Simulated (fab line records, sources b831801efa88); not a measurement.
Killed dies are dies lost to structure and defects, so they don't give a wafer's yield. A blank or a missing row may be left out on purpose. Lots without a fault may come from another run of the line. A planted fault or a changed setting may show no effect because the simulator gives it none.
Which tool did it? | flow gf180mcu | 12 lots, 36 wafers sampled, at 3 steps of a route of 602

WHAT THE GAUGES READ, wafer by wafer
GF_V3_THK_MEAS_01.
lot  | measured     | on            | V3_CVD_00_THK (nm)
L075 | day 21 15:10 | film_metro-02 | 600 602 601
L077 | day 22 12:17 | film_metro-03 | 591 601 591
L079 | day 23 05:32 | film_metro-02 | 600 588 606
L081 | day 24 01:01 | film_metro-02 | 596 591 595
L083 | day 24 23:04 | film_metro-04 | 595 604 597
L085 | day 25 09:04 | film_metro-02 | 597 600 590
L087 | day 25 23:55 | film_metro-04 | 596 602 601
L089 | day 26 18:44 | film_metro-03 | 593 592 597
L091 | day 27 08:46 | film_metro-03 | 599 603 609
L093 | day 27 20:17 | film_metro-03 | 601 609 607
L095 | day 28 12:13 | film_metro-04 | 592 605 589
L097 | day 28 18:16 | film_metro-02 | 589 602 598

WHICH TOOL RAN EACH LOT (tool, then ch and the chambers of the sampled wafers, then the start)
lot  | GF_SALICIDE_RTA_06               | GF_M3_SPUTTER_00
L075 | rtp_anneal-01 ch 0, day 15 10:09 | pvd_sputter-04, day 20 14:22
L077 | rtp_anneal-01 ch 0, day 16 04:50 | pvd_sputter-04, day 21 11:52
L079 | rtp_anneal-02 ch 0, day 16 22:57 | pvd_sputter-01, day 22 05:17
L081 | rtp_anneal-01 ch 0, day 17 18:13 | pvd_sputter-04, day 23 01:13
L083 | rtp_anneal-02 ch 0, day 18 14:55 | pvd_sputter-03, day 23 23:22
L085 | rtp_anneal-02 ch 0, day 19 02:20 | pvd_sputter-04, day 24 10:20
L087 | rtp_anneal-02 ch 0, day 19 21:34 | pvd_sputter-01, day 25 01:53
L089 | rtp_anneal-01 ch 0, day 20 21:23 | pvd_sputter-04, day 25 21:35
L091 | rtp_anneal-02 ch 0, day 21 12:38 | pvd_sputter-01, day 26 11:29
L093 | rtp_anneal-01 ch 0, day 22 01:05 | pvd_sputter-03, day 26 23:05
L095 | rtp_anneal-01 ch 0, day 22 19:14 | pvd_sputter-04, day 27 15:17
L097 | rtp_anneal-02 ch 0, day 23 04:26 | pvd_sputter-01, day 27 21:29
- GF_SALICIDE_RTA_06: time 30 s.
- GF_M3_SPUTTER_00: material Ti, target thk 37.5 nm, time 150 s.

THE ANSWER, worked out from the rows above alone
Rule: what is usual is taken from the lots themselves. Put in order of their means at a reading, lots are off if they are a third of the lots or fewer, leave a main group of 4 or more, and stand apart from it by a gap of 3 or more times the standard deviation of the main group's means; of several such gaps the widest counts. A main group whose means are all the same, to the digits that the tables above print for the reading, isn't used. A lot without any number at a reading at which 4 lots or more have one is off too. The other lots that the step has rows for count as sound.
No lot is off at any reading shown: from this, nothing can be told.

WHAT THE SIMULATOR HAD PUT IN
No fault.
